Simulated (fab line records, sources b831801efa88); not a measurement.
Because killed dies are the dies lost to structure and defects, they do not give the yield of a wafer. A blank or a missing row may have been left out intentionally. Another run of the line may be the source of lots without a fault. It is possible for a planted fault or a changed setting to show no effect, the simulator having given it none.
fab line records | flow sfqLine
[record] lots = 7 | wafers = 21 | lastDay = 97
route steps=325 shown I6@270 M7@281
lots with no fault: from the same line, run without faults
startH: the number of hours between the record's first day and the start of the first shown wafer of the lot | waitH: hours from the lot's prior step to this one | " as in the row above | L1.1+2: several wafers, shown together as one row | - value missing, or start not given | * or withheld: withheld | < > ~ a bound
route shown NAME@n: NAME is a module with steps in the file, n the number in the route of the first one | usual: mean and standard deviation over wafers with no fault | same: alike in all rows | chamber/n: place in a boat | sites: readings site by site | _std_site: the values' standard deviation | _edge_site: mean of outer sites minus mean of inner sites | radiusMm: how far each site lies from the wafer's centre | mask NAME#n: copy n | behind: the tool/chamber that last shaped the wafer | hold: why the lot was held/for how many hours/how that ended | device: the n, p or np transistor that did not switch | end of line: tests run on the same wafers once the route is complete | a step given without rows: its recipe and nothing more | killed: dies that structure and defects cost at the first sort, which is not the same as the wafer's yield | map: the dies of a wafer, with x for killed, . for not killed, _ for no die there
set.NAME: the setting the step ran with; set.NAME@STEP: the setting that earlier step ran with | model.NAME: the simulator's own value behind a step, which no gauge read
lots at selected steps of the route; one table per step, one row per wafer
services: from which hour (startH, from the record's first day; less than 0 if before it) a tool's chamber was out of use, for how many hours, and why
[[steps]]
[step SFQ_TRILAYER_I6_VIA_LITHO_COAT_174]
[recipe] resist = BARC | spinRpm = 3000 | resistThkNm = 62
[step SFQ_TRILAYER_I6_VIA_LITHO_COAT_169]
[recipe] resist = KrF | spinRpm = 3000 | resistThkNm = 650
[step SFQ_TRILAYER_I6_VIA_LITHO_SOFTBAKE_173]
[recipe] tempC = withheld | timeS = withheld | resist = KrF
[step SFQ_TRILAYER_I6_VIA_LITHO_EXPOSE_170]
[recipe] maskId = I6 | na = 0.6 | sourceShape = conventional | sigmaOuter = 0.65 | targetCdNm = 700 | doseMj = 21.3
[step SFQ_TRILAYER_I6_VIA_LITHO_PEB_172]
[recipe] pebTempC = 115 | pebTimeS = 60 | resist = KrF
[step SFQ_TRILAYER_I6_VIA_LITHO_DEVELOP_171]
[recipe] timeS = 60 | resist = KrF
[step SFQ_I6_OVL_MEAS_942]
[usual] I6_OVL = 0/5.6
lot.wafer | tool       | chamber | startH  | waitH | I6_OVL[nm]
L141.1    | overlay-02 | -       | 1884.39 | 0.1   | -2
L141.2    | "          | -       | "       | "     | -2
L141.6    | "          | -       | "       | "     | 0
L147.2    | overlay-01 | -       | 1961.08 | 0.1   | -5
L147.4    | "          | -       | "       | "     | -10
L147.5    | "          | -       | "       | "     | -10
L148.1    | overlay-01 | -       | 1962.28 | 0.1   | 5
L148.5    | "          | -       | "       | "     | 0
L148.6    | "          | -       | "       | "     | 4
L149.1    | overlay-01 | -       | 1965.88 | 0.1   | 6
L149.2    | "          | -       | "       | "     | 8
L149.4    | "          | -       | "       | "     | 5
L153.1    | overlay-01 | -       | 2113.61 | 0.1   | -1
L153.2    | "          | -       | "       | "     | 0
L153.6    | "          | -       | "       | "     | -5
L154.1    | overlay-02 | -       | 2143.11 | 0.1   | 8
L154.5    | "          | -       | "       | "     | 3
L154.6    | "          | -       | "       | "     | 3
L156.2    | overlay-02 | -       | 2146.71 | 0.1   | 4
L156.3    | "          | -       | "       | "     | 7
L156.5    | "          | -       | "       | "     | 9
[step SFQ_TRILAYER_I6_VIA_BARC_OPEN_VIA_ETCH_235]
[recipe] maskMaterial = PR | chemistry = O2 | targetDepthNm = 125 | target = BARC | sourceW = 500 | biasW = 80 | pressureMtorr = 30 | timeS = 41.7
[usual] drypumpMotorCurrentA = 5.7/0.62 | oesProductAu = 0.685/0.0047
lot.wafer | tool       | chamber | startH  | waitH | drypumpMotorCurrentA | oesProductAu | rfHoursCounterH
L141.1    | rieDiel-03 | 3       | 1884.42 | 0.0   | 4.8                  | 0.687        | 3
L141.2    | "          | 2       | "       | "     | 6.4                  | 0.681        | 5
L141.6    | "          | 3       | "       | "     | 4.8                  | 0.679        | -
L147.2    | rieDiel-02 | 1       | 1961.11 | 0.0   | 6.7                  | 0.686        | 17
L147.4    | "          | 3       | "       | "     | 5.3                  | 0.682        | 12
L147.5    | "          | 2       | "       | "     | 5.7                  | 0.684        | -
L148.1    | rieDiel-03 | 3       | 1962.31 | 0.0   | 4.8                  | 0.685        | 5
L148.5    | "          | 2       | "       | "     | 6.4                  | 0.687        | -
L148.6    | "          | 3       | "       | "     | 4.8                  | 0.687        | -
L149.1    | rieDiel-04 | 3       | 1965.91 | 0.0   | 4.7                  | 0.689        | 15
L149.2    | "          | 0       | "       | "     | 5.7                  | 0.684        | 3
L149.4    | "          | 2       | "       | "     | 6.4                  | 0.693        | 18
L153.1    | rieDiel-03 | 0       | 2113.65 | 0.0   | 5.6                  | 0.691        | 17
L153.2    | "          | 2       | "       | "     | 6.4                  | 0.685        | 9
L153.6    | "          | 0       | "       | "     | 5.6                  | 0.681        | -
L154.1    | rieDiel-04 | 0       | 2143.14 | 0.0   | 5.7                  | 0.684        | 5
L154.5    | "          | 3       | "       | "     | 4.7                  | 0.687        | -
L154.6    | "          | 0       | "       | "     | 5.6                  | 0.688        | -
L156.2    | rieDiel-04 | 0       | 2146.74 | 0.0   | 5.7                  | 0.685        | 6
L156.3    | "          | 3       | "       | "     | 4.7                  | 0.681        | 18
L156.5    | "          | 3       | "       | "     | 4.7                  | 0.672        | -
[step SFQ_TRILAYER_I6_VIA_ETCH_VIA_ETCH_172]
[recipe] target = SiO2 | stopOn = Nb | maskMaterial = PR | taperDeg = 20 | chemistry = CHF3 | targetDepthNm = 260 | sourceW = 515.2 | biasW = 80 | pressureMtorr = 30 | timeS = withheld
[usual] drypumpMotorCurrentA = 5.7/0.62 | oesProductAu = 0.854/0.0053
lot.wafer | tool       | chamber | startH  | waitH | drypumpMotorCurrentA | oesProductAu
L141.1    | rieDiel-03 | 3       | 1884.46 | 0.0   | 4.8                  | 0.860
L141.2    | "          | 2       | "       | "     | 6.4                  | 0.849
L141.6    | "          | 3       | "       | "     | 4.8                  | 0.847
L147.2    | rieDiel-02 | 1       | 1961.15 | 0.0   | 6.7                  | 0.851
L147.4    | "          | 3       | "       | "     | 5.3                  | 0.853
L147.5    | "          | 2       | "       | "     | 5.7                  | 0.849
L148.1    | rieDiel-03 | 3       | 1962.35 | 0.0   | 4.8                  | 0.850
L148.5    | "          | 2       | "       | "     | 6.4                  | 0.850
L148.6    | "          | 3       | "       | "     | 4.8                  | 0.850
L149.1    | rieDiel-04 | 3       | 1965.95 | 0.0   | 4.7                  | 0.855
L149.2    | "          | 0       | "       | "     | 5.7                  | 0.851
L149.4    | "          | 2       | "       | "     | 6.4                  | 0.849
L153.1    | rieDiel-03 | 0       | 2113.69 | 0.0   | 5.6                  | 0.844
L153.2    | "          | 2       | "       | "     | 6.4                  | 0.854
L153.6    | "          | 0       | "       | "     | 5.6                  | 0.849
L154.1    | rieDiel-04 | 0       | 2143.18 | 0.0   | 5.6                  | 0.856
L154.5    | "          | 3       | "       | "     | 4.7                  | 0.861
L154.6    | "          | 0       | "       | "     | 5.7                  | 0.860
L156.2    | rieDiel-04 | 0       | 2146.78 | 0.0   | 5.7                  | 0.849
L156.3    | "          | 3       | "       | "     | 4.6                  | 0.851
L156.5    | "          | 3       | "       | "     | 4.7                  | 0.853
[step SFQ_TRILAYER_I6_VIA_STRIP_STRIP_173]
[recipe] gas = O2 | powerW = 200 | platenTempC = 40 | overashFraction = 0.65 | chemistry = O2 | pressureMtorr = 50
[usual] drypumpMotorCurrentA = 5.7/0.54 | oesProductAu = 1.000/0.0082
lot.wafer | tool        | chamber | startH  | waitH | drypumpMotorCurrentA | oesProductAu | rfHoursCounterH
L141.1    | rieMetal-04 | 0       | 1884.58 | -     | 5.6                  | 0.994        | 9
L141.2    | "           | 1       | "       | "     | 6.2                  | 1.009        | 72
L141.6    | "           | 0       | "       | "     | 5.6                  | 1.009        | -
L147.2    | rieMetal-04 | 0       | 1961.27 | -     | 5.5                  | 1.004        | 20
L147.4    | "           | 1       | "       | "     | 6.2                  | 1.023        | -
L147.5    | "           | 0       | "       | "     | 5.5                  | 1.019        | -
L148.1    | rieMetal-04 | 0       | 1962.47 | -     | 5.6                  | 0.997        | 20
L148.5    | "           | 0       | "       | "     | 5.6                  | 1.011        | -
L148.6    | "           | 1       | "       | "     | 6.2                  | 1.002        | -
L149.1    | rieMetal-02 | 1       | 1966.07 | -     | 6.3                  | 1.011        | 108
L149.2    | "           | 1       | "       | "     | 6.3                  | 1.003        | -
L149.4    | "           | 1       | "       | "     | 6.3                  | 1.012        | -
L153.1    | rieMetal-02 | 0       | 2113.80 | -     | 6.0                  | 1.002        | 19
L153.2    | "           | 0       | "       | "     | 6.0                  | 0.991        | -
L153.6    | "           | 0       | "       | "     | 6.0                  | 0.985        | -
L154.1    | rieMetal-02 | 0       | 2143.29 | -     | 6.0                  | 0.994        | 25
L154.5    | "           | 1       | "       | "     | 6.3                  | 0.996        | -
L154.6    | "           | 0       | "       | "     | 6.0                  | 0.992        | -
L156.2    | rieMetal-03 | 1       | 2146.89 | -     | 4.8                  | 0.990        | 5
L156.3    | "           | 0       | "       | "     | 5.6                  | 0.996        | -
L156.5    | "           | 0       | "       | "     | 5.6                  | 0.997        | -
[step SFQ_TRILAYER_I6_VIA_STRIP_SOLV_CLEAN_174]
[recipe] chemistry = NMP | tempC = 70 | timeS = 600
[step SFQ_TRILAYER_M7_DEP_PRE_CLEAN_176]
[recipe] gas = Ar | timeS = 22.5 | biasV = 250
[step SFQ_TRILAYER_M7_DEP_SPUTTER_175]
[recipe] material = Nb | basePressurePa = 1.33e-06 | chamberPressurePa = 0.1333 | substrateTempC = 20 | targetThkNm = 200 | powerW = 2000 | timeS = 127.5
[usual] basePressurePa = 1.32e-06/8.7e-08 | cathodeDcPowerW = 2000.0/0.41 | throttleValvePct = 29.6/1.1
lot.wafer | tool          | chamber | startH  | waitH | basePressurePa | cathodeDcPowerW | throttleValvePct
L141.1    | pvdSputter-04 | -       | 1885.59 | 0.0   | 1.29e-06       | 2000.1          | 28.1
L141.2    | "             | -       | "       | "     | 1.24e-06       | 1999.8          | 30.4
L141.6    | "             | -       | "       | "     | 1.36e-06       | 2000.9          | 29.5
L147.2    | pvdSputter-06 | -       | 1962.07 | 0.0   | -              | -               | -
L147.4    | "             | -       | "       | "     | -              | -               | -
L147.5    | "             | -       | "       | "     | -              | -               | -
L148.1    | pvdSputter-04 | -       | 1963.27 | 0.0   | -              | -               | -
L148.5    | "             | -       | "       | "     | -              | -               | -
L148.6    | "             | -       | "       | "     | -              | -               | -
L149.1    | pvdSputter-05 | -       | 1967.47 | 0.0   | -              | -               | -
L149.2    | "             | -       | "       | "     | -              | -               | -
L149.4    | "             | -       | "       | "     | -              | -               | -
L153.1    | pvdSputter-05 | -       | 2115.21 | 0.0   | 1.27e-06       | 2000.6          | 29.3
L153.2    | "             | -       | "       | "     | 1.39e-06       | 2000.0          | 31.1
L153.6    | "             | -       | "       | "     | 1.44e-06       | 2000.0          | 29.5
L154.1    | pvdSputter-05 | -       | 2144.10 | 0.0   | 1.38e-06       | 1999.6          | 30.2
L154.5    | "             | -       | "       | "     | 1.48e-06       | 2000.5          | 29.4
L154.6    | "             | -       | "       | "     | 1.36e-06       | 2000.4          | 30.7
L156.2    | pvdSputter-06 | -       | 2147.70 | 0.0   | 1.22e-06       | 2000.2          | 27.8
L156.3    | "             | -       | "       | "     | 1.46e-06       | 2000.4          | 31.4
L156.5    | "             | -       | "       | "     | 1.54e-06       | 2000.5          | 31.4
[step SFQ_M7_RS_MEAS_943]
[recipe] thkMeasGauge = four-point-probe | reads = Nb_of_TRILAYER_M7_DEP_SPUTTER_175
[usual] M7_NB_RS = 0.925/0.0069
lot.wafer | tool         | chamber | startH  | waitH | M7_NB_RS[ohm/sq]
L141.1    | filmMetro-04 | -       | 1885.68 | 0.0   | 0.926
L141.2    | "            | -       | "       | "     | 0.925
L141.6    | "            | -       | "       | "     | 0.926
L147.2    | filmMetro-01 | -       | 1962.18 | 0.1   | -
L147.4    | "            | -       | "       | "     | -
L147.5    | "            | -       | "       | "     | -
L148.1    | filmMetro-03 | -       | 1963.36 | 0.0   | -
L148.5    | "            | -       | "       | "     | -
L148.6    | "            | -       | "       | "     | -
L149.1    | filmMetro-03 | -       | 1967.56 | 0.0   | -
L149.2    | "            | -       | "       | "     | -
L149.4    | "            | -       | "       | "     | -
L153.1    | filmMetro-01 | -       | 2115.30 | 0.0   | 0.923
L153.2    | "            | -       | "       | "     | 0.926
L153.6    | "            | -       | "       | "     | 0.935
L154.1    | filmMetro-03 | -       | 2144.19 | 0.0   | 0.931
L154.5    | "            | -       | "       | "     | 0.929
L154.6    | "            | -       | "       | "     | 0.928
L156.2    | filmMetro-03 | -       | 2147.81 | 0.1   | 0.935
L156.3    | "            | -       | "       | "     | 0.931
L156.5    | "            | -       | "       | "     | 0.935
[step SFQ_TRILAYER_M7_LITHO_COAT_182]
[recipe] resist = BARC | spinRpm = 3000 | resistThkNm = 62
[step SFQ_TRILAYER_M7_LITHO_COAT_177]
[recipe] resist = KrF | spinRpm = 3000 | resistThkNm = 600
[step SFQ_TRILAYER_M7_LITHO_SOFTBAKE_181]
[recipe] tempC = withheld | timeS = withheld | resist = KrF
[step SFQ_TRILAYER_M7_LITHO_EXPOSE_178]
[recipe] maskId = M7 | na = 0.6 | sourceShape = conventional | sigmaOuter = 0.65 | targetCdNm = 500 | doseMj = 14.4
[step SFQ_TRILAYER_M7_LITHO_PEB_180]
[recipe] pebTempC = 115 | pebTimeS = 60 | resist = KrF
[step SFQ_TRILAYER_M7_LITHO_DEVELOP_179]
[recipe] timeS = 60 | resist = KrF
[step SFQ_M7_OVL_MEAS_945]
[usual] M7_OVL = -3/5.3
lot.wafer | tool       | chamber | startH  | waitH | M7_OVL[nm]
L141.1    | overlay-02 | -       | 1994.26 | 0.1   | -5
L141.2    | "          | -       | "       | "     | -3
L141.6    | "          | -       | "       | "     | -9
L147.2    | overlay-01 | -       | 2056.79 | 0.1   | 1
L147.4    | "          | -       | "       | "     | -7
L147.5    | "          | -       | "       | "     | 1
L148.1    | overlay-01 | -       | 2061.59 | 0.1   | -5
L148.5    | "          | -       | "       | "     | -9
L148.6    | "          | -       | "       | "     | -6
L149.1    | overlay-01 | -       | 2067.59 | 0.1   | 14
L149.2    | "          | -       | "       | "     | 8
L149.4    | "          | -       | "       | "     | 7
L153.1    | overlay-01 | -       | 2120.18 | 0.1   | -10
L153.2    | "          | -       | "       | "     | 4
L153.6    | "          | -       | "       | "     | 1
L154.1    | overlay-01 | -       | 2146.62 | 0.1   | -9
L154.5    | "          | -       | "       | "     | -10
L154.6    | "          | -       | "       | "     | -14
L156.2    | overlay-02 | -       | 2150.35 | 0.1   | -4
L156.3    | "          | -       | "       | "     | -3
L156.5    | "          | -       | "       | "     | -7
[step SFQ_TRILAYER_M7_BARC_OPEN_METAL_ETCH_229]
[recipe] maskMaterial = PR | chemistry = O2 | targetDepthNm = 125 | target = BARC | icpW = 600 | biasW = 80 | pressureMtorr = 10 | timeS = 41.7
[usual] drypumpMotorCurrentA = 5.9/0.33 | oesProductAu = 0.685/0.005
lot.wafer | tool        | chamber | startH  | waitH | drypumpMotorCurrentA | oesProductAu | rfHoursCounterH
L141.1    | rieMetal-02 | 1       | 1994.30 | 0.0   | 6.3                  | 0.683        | 113
L141.2    | "           | 0       | "       | "     | 6.1                  | 0.683        | 2
L141.6    | "           | 0       | "       | "     | 6.1                  | 0.684        | -
L147.2    | rieMetal-04 | 0       | 2056.82 | 0.0   | 5.5                  | 0.679        | 34
L147.4    | "           | 1       | "       | "     | 6.2                  | 0.692        | -
L147.5    | "           | 0       | "       | "     | 5.5                  | 0.686        | -
L148.1    | rieMetal-01 | 1       | 2061.62 | 0.0   | 5.4                  | 0.688        | 116
L148.5    | "           | 1       | "       | "     | 5.4                  | 0.680        | -
L148.6    | "           | 0       | "       | "     | 5.9                  | 0.684        | -
L149.1    | rieMetal-02 | 0       | 2067.62 | 0.0   | 6.0                  | 0.680        | 13
L149.2    | "           | 1       | "       | "     | 6.3                  | 0.681        | 124
L149.4    | "           | 0       | "       | "     | 6.1                  | 0.677        | -
L153.1    | rieMetal-02 | 0       | 2120.22 | 0.0   | 6.0                  | 0.681        | 21
L153.2    | "           | 0       | "       | "     | 6.1                  | 0.695        | -
L153.6    | "           | 0       | "       | "     | 6.0                  | 0.684        | -
L154.1    | rieMetal-04 | 0       | 2146.66 | 0.0   | 5.5                  | 0.676        | 49
L154.5    | "           | 1       | "       | "     | 6.2                  | 0.687        | -
L154.6    | "           | 0       | "       | "     | 5.6                  | 0.689        | -
L156.2    | rieMetal-04 | 0       | 2150.38 | 0.0   | 5.6                  | 0.684        | 50
L156.3    | "           | 1       | "       | "     | 6.2                  | 0.680        | -
L156.5    | "           | 0       | "       | "     | 5.6                  | 0.687        | -
[step SFQ_TRILAYER_M7_ETCH_METAL_ETCH_180]
[recipe] target = Nb | stopOn = SiO2 | maskMaterial = PR | chemistry = Cl2/Ar | targetDepthNm = 240 | icpW = 600 | biasW = 80 | pressureMtorr = 10 | timeS = 120
[usual] drypumpMotorCurrentA = 5.9/0.33 | oesProductAu = 0.875/0.0059
lot.wafer | tool        | chamber | startH  | waitH | drypumpMotorCurrentA | oesProductAu | rfHoursCounterH
L141.1    | rieMetal-02 | 1       | 1994.36 | 0.0   | 6.3                  | 0.871        | 113
L141.2    | "           | 0       | "       | "     | 6.0                  | 0.878        | 2
L141.6    | "           | 0       | "       | "     | 6.1                  | 0.888        | -
L147.2    | rieMetal-04 | 0       | 2056.88 | 0.0   | 5.5                  | 0.364        | 34
L147.4    | "           | 1       | "       | "     | 6.2                  | 0.376        | -
L147.5    | "           | 0       | "       | "     | 5.6                  | 0.375        | -
L148.1    | rieMetal-01 | 1       | 2061.68 | 0.0   | 5.4                  | 0.382        | 117
L148.5    | "           | 1       | "       | "     | 5.4                  | 0.379        | -
L148.6    | "           | 0       | "       | "     | 5.9                  | 0.366        | -
L149.1    | rieMetal-02 | 0       | 2067.68 | 0.0   | 6.1                  | 0.382        | 13
L149.2    | "           | 1       | "       | "     | 6.3                  | 0.381        | 124
L149.4    | "           | 0       | "       | "     | 6.1                  | 0.370        | -
L153.1    | rieMetal-02 | 0       | 2120.34 | 0.1   | 6.0                  | 0.871        | 21
L153.2    | "           | 0       | "       | "     | 6.0                  | 0.868        | -
L153.6    | "           | 0       | "       | "     | 6.0                  | 0.876        | -
L154.1    | rieMetal-04 | 0       | 2146.72 | 0.0   | 5.5                  | 0.875        | 49
L154.5    | "           | 1       | "       | "     | 6.2                  | 0.862        | -
L154.6    | "           | 0       | "       | "     | 5.5                  | 0.876        | -
L156.2    | rieMetal-04 | 0       | 2150.44 | 0.0   | 5.6                  | 0.873        | 50
L156.3    | "           | 1       | "       | "     | 6.2                  | 0.879        | -
L156.5    | "           | 0       | "       | "     | 5.6                  | 0.870        | -
[step SFQ_TRILAYER_M7_STRIP_STRIP_181]
[recipe] gas = O2 | powerW = 200 | platenTempC = 40 | overashFraction = 0.65 | chemistry = O2 | pressureMtorr = 50
[usual] drypumpMotorCurrentA = 5.9/0.33 | oesProductAu = 1.002/0.0069
lot.wafer | tool        | chamber | startH  | waitH | drypumpMotorCurrentA | oesProductAu | rfHoursCounterH
L141.1    | rieMetal-02 | 1       | 1994.48 | 0.1   | 6.3                  | 0.994        | 114
L141.2    | "           | 0       | "       | "     | 6.1                  | 1.015        | 2
L141.6    | "           | 0       | "       | "     | 6.0                  | 0.997        | -
L147.2    | rieMetal-04 | 0       | 2057.01 | 0.1   | 5.6                  | 1.009        | 34
L147.4    | "           | 1       | "       | "     | 6.2                  | 1.010        | -
L147.5    | "           | 0       | "       | "     | 5.6                  | 1.005        | -
L148.1    | rieMetal-01 | 1       | 2061.81 | 0.1   | 5.4                  | 0.999        | 117
L148.5    | "           | 1       | "       | "     | 5.4                  | 0.992        | -
L148.6    | "           | 0       | "       | "     | 5.9                  | 1.006        | -
L149.1    | rieMetal-02 | 0       | 2067.81 | 0.1   | 6.0                  | 1.006        | 13
L149.2    | "           | 1       | "       | "     | 6.3                  | 0.999        | 124
L149.4    | "           | 0       | "       | "     | 6.0                  | 0.999        | -
L153.1    | rieMetal-02 | 0       | 2120.59 | 0.2   | 6.0                  | 1.004        | 21
L153.2    | "           | 0       | "       | "     | 6.0                  | 0.997        | -
L153.6    | "           | 0       | "       | "     | 6.0                  | 1.000        | -
L154.1    | rieMetal-04 | 0       | 2146.84 | 0.1   | 5.5                  | 1.004        | 49
L154.5    | "           | 1       | "       | "     | 6.2                  | 1.006        | -
L154.6    | "           | 0       | "       | "     | 5.5                  | 0.999        | -
L156.2    | rieMetal-04 | 0       | 2150.57 | 0.1   | 5.6                  | 1.009        | 50
L156.3    | "           | 1       | "       | "     | 6.2                  | 1.003        | -
L156.5    | "           | 0       | "       | "     | 5.6                  | 1.007        | -
[[services]]
tool          | chamber | startH  | hours | kind
rieMetal-04   | -       | 1901.41 | 15.6  | pm
pvdSputter-05 | -       | 1911.50 | 4.3   | repair
rieDiel-03    | -       | 1919.97 | 1.2   | repair
rieDiel-03    | -       | 1922.02 | 2.8   | pm
rieDiel-04    | 0       | 1923.44 | 4.9   | repair
rieMetal-02   | -       | 1941.40 | 14.6  | pm
rieMetal-02   | -       | 1956.69 | 0.2   | repair
pvdSputter-05 | -       | 1993.85 | 2.5   | repair
rieDiel-04    | 0       | 2002.75 | 2.1   | repair
rieMetal-01   | -       | 2006.24 | 2.8   | pm
pvdSputter-05 | -       | 2015.23 | 3.3   | repair
rieDiel-03    | 3       | 2022.47 | 2.0   | repair
rieMetal-01   | -       | 2032.17 | 2.1   | repair
rieDiel-03    | 3       | 2035.00 | 7.6   | repair
rieDiel-04    | 2       | 2044.14 | 3.6   | repair
rieDiel-03    | 3       | 2052.41 | 22.2  | repair
rieDiel-03    | 2       | 2056.15 | 9.5   | repair
rieDiel-04    | -       | 2060.26 | 14.6  | pm
rieDiel-03    | -       | 2060.56 | 0.5   | repair
rieDiel-04    | 1       | 2084.84 | 8.1   | repair
pvdSputter-05 | -       | 2087.79 | 4.2   | repair
pvdSputter-05 | -       | 2097.30 | 4.7   | repair
rieDiel-03    | 3       | 2102.62 | 8.0   | repair
rieMetal-04   | -       | 2136.62 | 0.4   | repair
[[key]]
[firstSign] step = SFQ_TRILAYER_M7_DEP_SPUTTER_175 | reading = toolRecord | direction = missing
[effect] step = SFQ_M7_RS_MEAS_943 | reading = M7_NB_RS | direction = missing
[effect] step = SFQ_TRILAYER_M7_ETCH_METAL_ETCH_180 | reading = oesProductAu | direction = down | sigmas = 85 | usual = 0.875 | struck = 0.375
metAt SFQ_TRILAYER_M7_DEP_SPUTTER_175
struckWafers L147.2,L147.4,L147.5,L148.1,L148.5,L148.6,L149.1,L149.2,L149.4
onsetBetween 1885.59 1962.07
[fault] kind = skippedStepWhole | tool = pvdSputter-04,pvdSputter-05,pvdSputter-06 | chamber = - | onsetH = 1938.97 | steps = SFQ_TRILAYER_M7_DEP_SPUTTER_175 | scope = struckLotsOnly
